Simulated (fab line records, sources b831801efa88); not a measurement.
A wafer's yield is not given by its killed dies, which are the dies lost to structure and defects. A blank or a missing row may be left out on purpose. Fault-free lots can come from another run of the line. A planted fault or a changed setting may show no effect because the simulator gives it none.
fab line records | flow sky130
record lots=12 wafers=36 last-day=50
route steps=708 shown LDD_P@263 LDD_LDN@301 POLY_CUT@319 RES_XHIGH@340 PAD_OPEN@708
lots with no fault: from the same line, run without faults
start-h: the number of hours between the record's first day and the start of the first shown wafer of the lot | wait-h: how many hours have passed since the lot's step before this one | " the same as in the row above | L1.1+2: a single row standing in for several wafers | - either no value or no given start | * or withheld: withheld | < > ~ a bound
route shown NAME@n: NAME is a module with steps in the file, n the number in the route of the first one | usual: mean/standard deviation taken from wafers without a fault | same: alike in all rows | chamber/n: place in a boat | sites: each site's reading | _std_site: their standard deviation | _edge_site: inner sites' mean taken away from outer sites' mean | radius-mm: for every site, how far away it sits from the centre of the wafer | mask NAME#n: copy n | behind: the last tool/chamber to shape the wafer | hold: why the lot went on hold/how many hours it stayed there/how the hold came to an end | device: the transistor (n, p or np) that didn't switch | end of line: tests run on the same wafers once the route is complete | for a step that has no rows: nothing shown but its recipe | killed: at the first sort, the dies lost to defects and structure; wafer yield is something else | map: the dies of a wafer, with x for killed, . for not killed, _ for no die there
set.NAME: the setting as run; set.NAME@STEP: as run at that earlier step | model.NAME: the simulator's own value behind a step, which no gauge read
a sample of lots followed through the steps of the route, with each step as a table and each wafer as a row
services: from which hour (start-h, from the record's first day; less than 0 if before it) a tool's chamber was out of use, for how many hours, and why
## steps
# step SKY_LDD_P_OVL_MEAS_08
# usual LDD_P_OVL=0.1/1.4
# columns lot.wafer tool chamber start-h wait-h LDD_P_OVL[nm]
L776.3 overlay-02 - 441.27 0.1 0.1
L776.5 " - " " -0.8
L776.6 " - " " 0.3
L777.1 overlay-01 - 448.30 0.1 -0.3
L777.2 " - " " 0.8
L777.4 " - " " 0.6
L778.1 overlay-01 - 458.66 0.1 -0.2
L778.4 " - " " -0.7
L778.6 " - " " -1.0
L785.2 overlay-01 - 526.98 0.1 -0.3
L785.4 " - " " -0.4
L785.5 " - " " -0.4
L787.2 overlay-02 - 539.41 0.1 0.6
L787.3 " - " " 1.9
L787.5 " - " " 1.7
L788.1 overlay-01 - 547.95 0.1 -0.5
L788.4 " - " " -3.4
L788.5 " - " " -1.3
L789.2 overlay-01 - 562.68 0.1 1.8
L789.4 " - " " -0.8
L789.5 " - " " 0.7
L790.3 overlay-02 - 574.31 0.1 2.2
L790.4 " - " " 1.3
L790.6 " - " " 1.0
L791.3 overlay-02 - 575.57 0.1 -0.4
L791.5 " - " " -1.3
L791.6 " - " " 0.6
L793.1 overlay-02 - 586.51 0.1 2.1
L793.2 " - " " 0.5
L793.4 " - " " 0.4
L797.3 overlay-02 - 620.31 0.1 -0.2
L797.4 " - " " 1.3
L797.5 " - " " 0.0
L798.1 overlay-01 - 625.27 0.1 -2.3
L798.2 " - " " -0.8
L798.6 " - " " -1.2
# step SKY_LDD_LDN_STRIP_12
# recipe chemistry=O2/N2 power-w=1400 pressure-mtorr=1500 platen-temp-c=withheld o2-flow-sccm=3000 n2-flow-sccm=300 overash-fraction=0.5
# usual chamber-pressure-mTorr=1500.0/1.4 drypump-motor-current-A=5.6/0.6 oes-product-au=0.716/0.0044 strip-time-to-endpoint-s=14.18/0.044
# columns lot.wafer tool chamber start-h wait-h chamber-pressure-mTorr drypump-motor-current-A oes-product-au rf-hours-counter-h strip-time-to-endpoint-s
L776.3 plasma-asher-01 0 535.13 0.1 1501.6 5.2 0.720 - 14.18
L776.5 " 0 " " 1502.7 5.2 0.716 - 14.18
L776.6 " 1 " " 1503.1 5.8 0.708 - 14.18
L777.1 plasma-asher-02 0 541.17 0.1 1502.5 6.4 0.717 85 14.10
L777.2 " 1 " " 1499.8 4.8 0.716 85 14.12
L777.4 " 0 " " 1500.5 6.4 0.714 - 14.11
L778.1 plasma-asher-03 0 550.80 0.1 1498.7 6.3 0.713 11 14.17
L778.4 " 0 " " 1501.0 6.3 0.711 - 14.17
L778.6 " 1 " " 1499.0 4.9 0.717 - 14.18
L785.2 plasma-asher-01 0 616.74 0.1 1501.5 5.2 0.712 78 14.21
L785.4 " 0 " " 1501.9 5.2 0.718 - 14.22
L785.5 " 1 " " 1499.9 5.8 0.712 - 14.25
L787.2 plasma-asher-03 1 627.92 0.1 1498.9 4.9 0.712 19 14.23
L787.3 " 1 " " 1498.0 4.9 0.717 - 14.21
L787.5 " 1 " " 1502.0 4.9 0.714 - 14.21
L788.1 plasma-asher-02 1 635.17 0.1 1500.7 4.9 0.713 95 14.15
L788.4 " 1 " " 1500.2 4.9 0.717 - 14.15
L788.5 " 0 " " 1500.3 6.4 0.718 - 14.19
L789.2 plasma-asher-01 0 649.55 0.1 1501.0 5.2 0.720 81 14.18
L789.4 " 1 " " 1498.8 5.8 0.714 - 14.19
L789.5 " 1 " " 1500.9 5.8 0.716 - 14.18
L790.3 plasma-asher-03 1 660.86 0.1 1499.1 4.9 0.718 - 14.16
L790.4 " 0 " " 1499.2 6.3 0.721 - 14.18
L790.6 " 0 " " 1498.0 6.3 0.721 - 14.18
L791.3 plasma-asher-02 0 662.98 0.1 1500.7 6.4 0.709 - 14.26
L791.5 " 1 " " 1499.1 4.9 0.725 - 14.28
L791.6 " 0 " " 1499.6 6.4 0.708 - 14.27
L793.1 plasma-asher-01 0 673.60 0.1 1501.2 5.2 0.720 84 14.21
L793.2 " 1 " " 1495.8 5.8 0.708 84 14.17
L793.4 " 0 " " 1500.1 5.2 0.705 - 14.24
L797.3 plasma-asher-02 1 706.36 0.1 1498.3 4.9 0.709 - 14.22
L797.4 " 0 " " 1499.3 6.4 0.719 - 14.24
L797.5 " 0 " " 1499.9 6.4 0.714 - 14.22
L798.1 plasma-asher-03 1 709.55 0.1 1499.6 4.9 0.714 27 14.25
L798.2 " 0 " " 1498.6 6.3 0.718 27 14.22
L798.6 " 1 " " 1500.4 4.9 0.723 - 14.19
# step SKY_POLY_CUT_STRIP_12
# recipe chemistry=O2/N2 power-w=1400 pressure-mtorr=1500 platen-temp-c=withheld o2-flow-sccm=3000 n2-flow-sccm=300 overash-fraction=0.5
# usual chamber-pressure-mTorr=1500.1/1.3 drypump-motor-current-A=5.6/0.51 oes-product-au=0.452/0.0042 strip-time-to-endpoint-s=5.362/0.022
# columns lot.wafer tool chamber start-h wait-h chamber-pressure-mTorr drypump-motor-current-A oes-product-au rf-hours-counter-h strip-time-to-endpoint-s
L776.3 plasma-asher-01 0 567.21 0.1 1501.8 5.2 0.453 - 5.384
L776.5 " 1 " " 1500.1 5.8 0.447 - 5.353
L776.6 " 0 " " 1499.9 5.2 0.461 - 5.379
L777.1 plasma-asher-03 0 572.58 0.0 1499.8 6.3 0.449 13 5.367
L777.2 " 1 " " 1499.2 4.9 0.456 13 5.366
L777.4 " 0 " " 1498.9 6.3 0.460 - 5.357
L778.1 plasma-asher-03 1 582.94 0.0 1502.3 4.9 0.450 15 5.374
L778.4 " 1 " " 1500.9 4.9 0.454 - 5.359
L778.6 " 0 " " 1500.8 6.3 0.452 - 5.352
L785.2 plasma-asher-03 1 649.09 0.0 - - - - -
L785.4 " 1 " " - - - - -
L785.5 " 0 " " - - - - -
L787.2 plasma-asher-03 0 657.24 0.0 - - - - -
L787.3 " 0 " " - - - - -
L787.5 " 1 " " - - - - -
L788.1 plasma-asher-01 0 664.85 0.0 1501.2 5.2 0.446 83 5.327
L788.4 " 0 " " 1499.4 5.2 0.456 - 5.325
L788.5 " 0 " " 1498.4 5.2 0.450 - 5.323
L789.2 plasma-asher-03 0 680.04 0.0 1500.5 6.3 0.454 24 5.356
L789.4 " 1 " " 1500.4 4.9 0.442 - 5.344
L789.5 " 1 " " 1498.6 4.9 0.451 - 5.357
L790.3 plasma-asher-03 1 690.51 0.1 1500.0 4.9 0.455 - 5.380
L790.4 " 0 " " 1500.1 6.2 0.447 - 5.373
L790.6 " 1 " " 1501.3 4.9 0.454 - 5.400
L791.3 plasma-asher-03 0 693.51 0.1 1500.9 6.3 0.453 - 5.375
L791.5 " 1 " " 1501.8 4.9 0.453 - 5.366
L791.6 " 0 " " 1499.4 6.3 0.453 - 5.377
L793.1 plasma-asher-03 1 706.44 0.0 1497.6 4.9 0.455 27 5.354
L793.2 " 0 " " 1499.8 6.2 0.456 27 5.356
L793.4 " 0 " " 1499.1 6.2 0.446 - 5.362
L797.3 plasma-asher-03 0 735.81 0.1 1499.5 6.3 0.454 - 5.354
L797.4 " 1 " " 1498.8 4.9 0.452 - 5.359
L797.5 " 0 " " 1498.6 6.2 0.454 - 5.376
L798.1 plasma-asher-04 1 738.09 0.0 1498.9 5.8 0.448 59 5.393
L798.2 " 0 " " 1499.7 5.5 0.448 59 5.345
L798.6 " 1 " " 1499.0 5.8 0.453 - 5.366
# step SKY_RES_XHIGH_STRIP_08
# recipe chemistry=O2/N2 power-w=1400 pressure-mtorr=1500 platen-temp-c=withheld o2-flow-sccm=3000 n2-flow-sccm=300 overash-fraction=0.5
# usual chamber-pressure-mTorr=1500.0/1.4 drypump-motor-current-A=5.6/0.48 oes-product-au=0.711/0.0043 strip-time-to-endpoint-s=14.29/0.044
# columns lot.wafer tool chamber start-h wait-h chamber-pressure-mTorr drypump-motor-current-A oes-product-au rf-hours-counter-h strip-time-to-endpoint-s
L776.3 plasma-asher-02 0 625.64 0.1 1500.2 6.4 0.702 - 14.28
L776.5 " 1 " " 1501.4 4.9 0.718 - 14.32
L776.6 " 0 " " 1503.1 6.5 0.713 - 14.27
L777.1 plasma-asher-02 0 631.16 0.1 1498.6 6.4 0.712 94 14.33
L777.2 " 1 " " 1500.5 4.9 0.716 94 14.32
L777.4 " 1 " " 1502.0 4.9 0.712 - 14.30
L778.1 plasma-asher-02 1 641.47 0.1 1499.1 4.8 0.716 96 14.34
L778.4 " 1 " " 1502.4 4.9 0.712 - 14.32
L778.6 " 0 " " 1501.1 6.4 0.713 - 14.31
L788.1 plasma-asher-01 0 721.91 0.1 1500.6 5.2 0.715 88 14.22
L788.4 " 0 " " 1498.9 5.2 0.706 - 14.20
L788.5 " 0 " " 1499.8 5.2 0.709 - 14.26
L789.2 plasma-asher-01 0 735.95 0.1 1498.6 5.2 0.712 90 14.29
L789.4 " 1 " " 1501.2 5.8 0.720 - 14.28
L789.5 " 0 " " 1499.2 5.2 0.701 - 14.29
L790.3 plasma-asher-02 0 743.69 0.1 1498.5 6.4 0.712 - 14.34
L790.4 " 1 " " 1498.6 4.8 0.710 - 14.34
L790.6 " 1 " " 1496.6 4.8 0.708 - 14.33
L791.3 plasma-asher-01 1 748.55 0.1 1497.7 5.8 0.721 - 14.30
L791.5 " 0 " " 1500.3 5.2 0.709 - 14.31
L791.6 " 1 " " 1498.5 5.8 0.710 - 14.29
L793.1 plasma-asher-04 1 761.65 0.1 1498.9 5.8 0.707 61 14.35
L793.2 " 0 " " 1501.0 5.6 0.720 61 14.33
L793.4 " 1 " " 1500.1 5.8 0.712 - 14.36
L797.3 plasma-asher-01 0 788.71 0.1 1500.1 5.2 0.723 - 14.23
L797.4 " 1 " " 1497.6 5.8 0.712 - 14.17
L797.5 " 1 " " 1501.1 5.8 0.710 - 14.20
L798.1 plasma-asher-02 0 791.28 0.1 1499.3 6.4 0.711 5 14.30
L798.2 " 1 " " 1499.2 4.8 0.710 5 14.29
L798.6 " 0 " " 1498.7 6.4 0.710 - 14.24
# step SKY_PAD_OPEN_PROBE_99
# usual killed_at_M0_to_M3=43/6.8 killed_at_M4_up=3.2/1.8 killed-at-contacts=24/5.2 killed-at-front-end=15/4.2 killed-at-other=0.4/0.62 killed-dies=85/8.7 killed-on-rim=17/3.7 killed-open=46/6.7 killed-short=39/5.9
# same gross-dies=492 killed-at-back-side=0
# columns lot.wafer tool chamber start-h wait-h killed_at_M0_to_M3 killed_at_M4_up killed-at-contacts killed-at-front-end killed-at-other killed-dies killed-on-rim killed-open killed-short
L776.3 prober-02 - 1079.06 0.2 48 3 35 11 1 98 20 57 41
L776.5 prober-02 - 1079.16 0.2 42 2 18 11 0 73 19 35 38
L776.6 prober-02 - 1079.21 0.2 52 3 30 16 2 103 22 53 50
L777.1 prober-01 - 1082.27 0.1 56 3 28 16 0 103 26 56 47
L777.2 prober-01 - 1082.32 0.1 54 2 24 17 0 97 14 55 41
L777.4 prober-01 - 1082.42 0.2 44 1 21 17 0 83 25 48 33
L778.1 prober-01 - 1092.99 0.1 37 3 22 19 0 81 9 44 37
L778.4 prober-01 - 1093.14 0.2 49 6 24 12 1 92 16 58 34
L778.6 prober-01 - 1093.24 0.2 48 5 27 12 0 92 17 57 35
L785.2 prober-02 - 1139.66 0.1 48 0 24 420 0 492 96 46 44
L785.4 prober-02 - 1139.76 0.2 45 4 22 419 2 492 96 40 52
L785.5 prober-02 - 1139.81 0.2 53 4 30 405 0 492 96 56 37
L787.2 prober-01 - 1139.75 0.1 47 4 25 416 0 492 96 41 46
L787.3 prober-01 - 1139.80 0.2 48 4 23 417 0 492 96 44 38
L787.5 prober-01 - 1139.90 0.2 45 0 20 427 0 492 96 49 29
L788.1 prober-01 - 1147.32 0.1 33 1 22 14 0 70 15 41 29
L788.4 prober-01 - 1147.47 0.2 45 3 21 8 0 77 15 49 28
L788.5 prober-01 - 1147.52 0.2 45 7 26 12 0 90 19 48 42
L789.2 prober-02 - 1154.51 0.1 49 2 24 14 1 90 17 57 33
L789.4 prober-02 - 1154.61 0.2 34 2 23 17 0 76 13 40 36
L789.5 prober-02 - 1154.66 0.2 38 2 30 12 2 84 14 45 37
L790.3 prober-01 - 1162.87 0.2 49 5 18 21 0 93 14 45 48
L790.4 prober-01 - 1162.92 0.2 55 5 24 15 0 99 20 56 43
L790.6 prober-01 - 1163.02 0.2 49 2 17 10 0 78 22 42 36
L791.3 prober-02 - 1164.02 0.2 56 4 22 20 0 102 17 57 45
L791.5 prober-02 - 1164.12 0.2 51 2 14 23 1 91 19 48 43
L791.6 prober-02 - 1164.17 0.2 38 4 18 17 1 78 17 38 40
L793.1 prober-02 - 1173.28 0.1 37 5 33 16 1 92 22 54 37
L793.2 prober-02 - 1173.33 0.1 31 2 33 15 0 81 19 40 40
L793.4 prober-02 - 1173.43 0.2 37 5 28 20 2 92 21 42 49
L797.3 prober-02 - 1190.73 0.2 40 1 16 17 1 75 11 34 41
L797.4 prober-02 - 1190.78 0.2 44 3 26 13 1 87 18 43 42
L797.5 prober-02 - 1190.83 0.2 45 3 21 14 1 84 20 51 32
L798.1 prober-01 - 1191.16 0.1 51 5 19 13 0 88 14 55 33
L798.2 prober-01 - 1191.21 0.1 43 2 23 16 1 85 13 51 33
L798.6 prober-01 - 1191.41 0.2 50 3 16 16 0 85 8 49 36
# killed by level:class
L776.3 CONTACT:geometric-particle:open=13 VIA1:geometric-particle:open=12 CONTACT:geometric-particle:short=11 VIA2:geometric-particle:open=9 VIA3:geometric-particle:open=6 POLY_GATE:geometric-particle:open=5 LI_CONTACT:geometric-particle:open=5 METAL1:geometric-particle:short=5
L776.5 VIA3:geometric-particle:open=7 VIA1:geometric-particle:open=7 CONTACT:geometric-particle:short=6 VIA1:geometric-particle:short=6 VIA2:geometric-particle:short=6 FIELD_ISO:geometric-particle:open=5 LOCAL_INTERCONNECT:geometric-particle:short=5 CONTACT:geometric-particle:open=4
L776.6 VIA1:geometric-particle:open=13 LOCAL_INTERCONNECT:geometric-particle:short=9 CONTACT:geometric-particle:open=8 CONTACT:geometric-particle:short=7 FIELD_ISO:geometric-particle:open=6 VIA1:geometric-particle:short=6 VIA3:geometric-particle:open=6 METAL1:geometric-particle:short=6
L777.1 VIA1:geometric-particle:open=12 CONTACT:geometric-particle:open=10 VIA3:geometric-particle:open=9 METAL1:geometric-particle:short=9 FIELD_ISO:geometric-particle:open=6 METAL2:geometric-particle:short=6 CONTACT:geometric-particle:short=5 LI_CONTACT:geometric-particle:open=5
L777.2 VIA3:geometric-particle:open=12 CONTACT:geometric-particle:open=10 VIA1:geometric-particle:open=9 METAL1:geometric-particle:short=6 VIA2:geometric-particle:open=6 LI_CONTACT:geometric-particle:open=5 VIA1:geometric-particle:short=5 METAL2:geometric-particle:short=5
L777.4 CONTACT:geometric-particle:open=11 VIA2:geometric-particle:open=10 VIA3:geometric-particle:open=7 LI_CONTACT:geometric-particle:open=6 METAL1:geometric-particle:short=6 VIA1:geometric-particle:open=6 METAL2:geometric-particle:short=6 POLY_GATE:geometric-particle:short=5
L778.1 VIA1:geometric-particle:open=8 CONTACT:geometric-particle:open=7 LOCAL_INTERCONNECT:geometric-particle:short=6 VIA3:geometric-particle:short=6 FIELD_ISO:geometric-particle:open=5 LI_CONTACT:geometric-particle:short=5 VIA3:geometric-particle:open=5 POLY_GATE:geometric-particle:short=4
L778.4 CONTACT:geometric-particle:open=12 VIA1:geometric-particle:open=11 VIA3:geometric-particle:open=10 VIA2:geometric-particle:open=7 VIA1:geometric-particle:short=6 METAL4:geometric-particle:short=5 METAL2:geometric-particle:short=4 FIELD_ISO:geometric-particle:open=3
L778.6 VIA3:geometric-particle:open=11 CONTACT:geometric-particle:open=8 VIA1:geometric-particle:open=8 VIA2:geometric-particle:open=7 LI_CONTACT:geometric-particle:open=6 LOCAL_INTERCONNECT:geometric-particle:short=6 METAL1:geometric-particle:short=6 FIELD_ISO:geometric-particle:open=4
L785.2 SD_P:area-strip=400 VIA3:geometric-particle:open=10 VIA1:geometric-particle:open=8 CONTACT:geometric-particle:open=7 METAL3:geometric-particle:short=7 FIELD_ISO:geometric-particle:open=6 CONTACT:geometric-particle:short=6 LOCAL_INTERCONNECT:geometric-particle:short=6
L787.2 SD_P:area-strip=405 VIA1:geometric-particle:open=15 VIA3:geometric-particle:short=11 CONTACT:geometric-particle:short=8 CONTACT:geometric-particle:open=8 LI_CONTACT:geometric-particle:open=6 VIA2:geometric-particle:open=5 POLY_GATE:geometric-particle:short=4
L785.4 SD_P:area-strip=400 VIA1:geometric-particle:open=9 CONTACT:geometric-particle:open=8 FIELD_ISO:geometric-particle:short=7 CONTACT:geometric-particle:short=6 VIA3:geometric-particle:short=6 VIA3:geometric-particle:open=6 VIA2:geometric-particle:open=5
L787.3 SD_P:area-strip=410 VIA1:geometric-particle:open=15 VIA2:geometric-particle:open=7 CONTACT:geometric-particle:open=6 VIA3:geometric-particle:open=6 VIA2:geometric-particle:short=5 LI_CONTACT:geometric-particle:open=5 CONTACT:geometric-particle:short=5
L785.5 SD_P:area-strip=398 CONTACT:geometric-particle:open=16 VIA1:geometric-particle:open=11 VIA2:geometric-particle:open=11 VIA1:geometric-particle:short=6 VIA3:geometric-particle:short=6 VIA3:geometric-particle:open=6 METAL2:geometric-particle:short=5
L787.5 SD_P:area-strip=414 CONTACT:geometric-particle:open=11 VIA2:geometric-particle:open=10 VIA1:geometric-particle:open=10 LI_CONTACT:geometric-particle:open=6 METAL1:geometric-particle:short=6 VIA2:geometric-particle:short=6 FIELD_ISO:geometric-particle:open=4
L788.1 VIA1:geometric-particle:open=7 VIA2:geometric-particle:open=7 LI_CONTACT:geometric-particle:open=6 LOCAL_INTERCONNECT:geometric-particle:short=6 CONTACT:geometric-particle:open=6 METAL1:geometric-particle:short=5 VIA3:geometric-particle:open=5 FIELD_ISO:geometric-particle:open=4
L788.4 VIA1:geometric-particle:open=10 CONTACT:geometric-particle:open=7 METAL1:geometric-particle:short=6 VIA2:geometric-particle:open=6 VIA3:geometric-particle:open=6 FIELD_ISO:geometric-particle:open=5 LI_CONTACT:geometric-particle:open=5 CONTACT:geometric-particle:short=5
L788.5 CONTACT:geometric-particle:open=9 VIA1:geometric-particle:open=8 LOCAL_INTERCONNECT:geometric-particle:short=7 VIA2:geometric-particle:open=7 CONTACT:geometric-particle:short=6 VIA3:geometric-particle:open=5 VIA1:geometric-particle:short=5 METAL2:geometric-particle:short=5
L789.2 VIA1:geometric-particle:open=20 VIA2:geometric-particle:open=9 CONTACT:geometric-particle:open=8 LI_CONTACT:geometric-particle:open=7 VIA1:geometric-particle:short=6 CONTACT:geometric-particle:short=5 VIA2:geometric-particle:short=4 POLY_GATE:geometric-particle:open=3
L789.4 CONTACT:geometric-particle:open=9 LI_CONTACT:geometric-particle:open=7 METAL1:geometric-particle:short=6 VIA1:geometric-particle:open=6 VIA2:geometric-particle:short=6 FIELD_ISO:geometric-particle:open=5 VIA1:geometric-particle:short=5 FIELD_ISO:geometric-particle:short=4
L789.5 CONTACT:geometric-particle:open=10 VIA1:geometric-particle:open=9 LI_CONTACT:geometric-particle:open=7 METAL1:geometric-particle:short=7 LI_CONTACT:geometric-particle:short=6 POLY_GATE:geometric-particle:open=4 CONTACT:geometric-particle:short=4 VIA2:geometric-particle:open=4
L790.3 METAL1:geometric-particle:short=8 VIA3:geometric-particle:open=7 CONTACT:geometric-particle:open=7 METAL2:geometric-particle:short=7 FIELD_ISO:geometric-particle:open=6 POLY_GATE:geometric-particle:open=6 VIA1:geometric-particle:short=6 METAL3:geometric-particle:short=5
L790.4 VIA1:geometric-particle:open=17 LI_CONTACT:geometric-particle:open=9 VIA3:geometric-particle:open=8 VIA2:geometric-particle:open=8 VIA3:geometric-particle:short=6 FIELD_ISO:geometric-particle:short=5 LOCAL_INTERCONNECT:geometric-particle:short=5 CONTACT:geometric-particle:open=5
L790.6 METAL2:geometric-particle:short=12 CONTACT:geometric-particle:open=8 VIA1:geometric-particle:short=8 VIA1:geometric-particle:open=8 VIA3:geometric-particle:open=5 LOCAL_INTERCONNECT:geometric-particle:open=4 VIA2:geometric-particle:open=4 VIA2:geometric-particle:short=4
L791.3 VIA1:geometric-particle:open=13 VIA3:geometric-particle:open=9 FIELD_ISO:geometric-particle:open=8 CONTACT:geometric-particle:open=8 METAL1:geometric-particle:short=7 METAL2:geometric-particle:open=7 LOCAL_INTERCONNECT:geometric-particle:short=6 VIA1:geometric-particle:short=6
L791.5 VIA1:geometric-particle:open=11 VIA2:geometric-particle:open=8 VIA3:geometric-particle:open=7 FIELD_ISO:geometric-particle:short=6 POLY_GATE:geometric-particle:open=6 METAL1:geometric-particle:short=6 METAL2:geometric-particle:short=6 FIELD_ISO:geometric-particle:open=5
L791.6 VIA1:geometric-particle:short=9 VIA1:geometric-particle:open=9 LOCAL_INTERCONNECT:geometric-particle:short=6 CONTACT:geometric-particle:open=6 VIA2:geometric-particle:open=6 FIELD_ISO:geometric-particle:open=5 FIELD_ISO:geometric-particle:short=5 LI_CONTACT:geometric-particle:open=4
L793.1 CONTACT:geometric-particle:open=14 VIA1:geometric-particle:open=12 METAL1:geometric-particle:short=7 FIELD_ISO:geometric-particle:open=6 LI_CONTACT:geometric-particle:open=6 CONTACT:geometric-particle:short=6 LI_CONTACT:geometric-particle:short=4 METAL4:geometric-particle:short=4
L793.2 CONTACT:geometric-particle:open=10 LI_CONTACT:geometric-particle:open=9 METAL1:geometric-particle:short=6 VIA2:geometric-particle:open=5 POLY_GATE:geometric-particle:short=5 LOCAL_INTERCONNECT:geometric-particle:short=5 CONTACT:geometric-particle:short=5 VIA1:geometric-particle:short=5
L793.4 CONTACT:geometric-particle:open=9 VIA1:geometric-particle:open=7 CONTACT:geometric-particle:short=7 FIELD_ISO:geometric-particle:short=6 VIA1:geometric-particle:short=6 METAL1:geometric-particle:short=5 METAL2:geometric-particle:short=5 POLY_GATE:geometric-particle:short=4
L797.3 VIA1:geometric-particle:open=15 FIELD_ISO:geometric-particle:short=6 CONTACT:geometric-particle:short=5 CONTACT:geometric-particle:open=5 METAL1:geometric-particle:short=5 VIA1:geometric-particle:short=5 SPACER:geometric-particle:short=4 LI_CONTACT:geometric-particle:open=4
L797.4 METAL2:geometric-particle:short=11 LI_CONTACT:geometric-particle:open=9 VIA2:geometric-particle:open=8 LOCAL_INTERCONNECT:geometric-particle:short=7 CONTACT:geometric-particle:open=7 METAL1:geometric-particle:short=7 FIELD_ISO:geometric-particle:short=6 VIA1:geometric-particle:open=4
L797.5 VIA1:geometric-particle:open=9 VIA3:geometric-particle:open=9 LI_CONTACT:geometric-particle:open=8 METAL2:geometric-particle:short=7 CONTACT:geometric-particle:open=5 VIA2:geometric-particle:open=5 METAL1:geometric-particle:short=4 METAL2:geometric-particle:open=4
L798.1 VIA2:geometric-particle:open=15 VIA1:geometric-particle:open=13 LI_CONTACT:geometric-particle:open=8 CONTACT:geometric-particle:open=7 METAL2:geometric-particle:short=6 FIELD_ISO:geometric-particle:open=4 POLY_GATE:geometric-particle:short=4 METAL3:geometric-particle:short=4
L798.2 VIA3:geometric-particle:open=11 CONTACT:geometric-particle:open=9 VIA1:geometric-particle:open=8 VIA2:geometric-particle:open=6 FIELD_ISO:geometric-particle:open=5 LOCAL_INTERCONNECT:geometric-particle:short=5 CONTACT:geometric-particle:short=5 VIA3:geometric-particle:short=5
L798.6 VIA1:geometric-particle:open=14 VIA2:geometric-particle:open=9 VIA3:geometric-particle:short=7 CONTACT:geometric-particle:open=7 POLY_GATE:geometric-particle:open=6 FIELD_ISO:geometric-particle:open=5 VIA3:geometric-particle:open=4 METAL1:geometric-particle:short=4
## services
# columns tool chamber start-h hours kind
plasma-asher-04 - 555.10 6.4 repair
plasma-asher-04 - 555.39 1.1 repair
plasma-asher-04 - 643.86 1.8 repair
plasma-asher-01 - 682.50 3.4 repair
plasma-asher-04 - 703.84 1.4 repair
plasma-asher-02 - 733.75 9.0 pm
plasma-asher-02 0 733.75 9.0 vent-cycle
plasma-asher-02 1 733.75 9.0 vent-cycle
plasma-asher-02 0 742.75 - clean
plasma-asher-02 1 742.75 - clean
plasma-asher-03 - 747.25 0.9 repair
plasma-asher-01 - 770.33 11.5 repair
## key
first-sign step=SKY_POLY_CUT_STRIP_12 reading=tool-record direction=missing
effect step=SKY_PAD_OPEN_PROBE_99 reading=killed-at-front-end direction=up sigmas=95 usual=15 struck=417
more-kills-born-at SKY_POLY_CUT_STRIP_12@plasma-asher-03=2426
met-at SKY_POLY_CUT_STRIP_12
struck-lots L785,L787
later-rows-left-out L785.2,L785.4,L785.5,L787.2,L787.3,L787.5
tester-left-out L785,L787
not-acting-at SKY_LDD_P_OVL_MEAS_08,SKY_LDD_LDN_STRIP_12,SKY_RES_XHIGH_STRIP_08
onset-between 582.94 649.09
fault kind=skipped-step-whole tool=plasma-asher-03 chamber=- onset-h=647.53 steps=SKY_POLY_CUT_STRIP_12 scope=struck-lots-only
# tester-left-out: of these lots the tester's yield and bins aren't shown, on N5 and GAA mostly nor the transistor test; their killed dies are dies lost to structure and defects alone, not to doping, threshold or leakage, so they don't give the yield
# later-rows-left-out: the simulator's readings of these wafers behind a module that went badly wrong aren't trusted and aren't shown, but for the sort
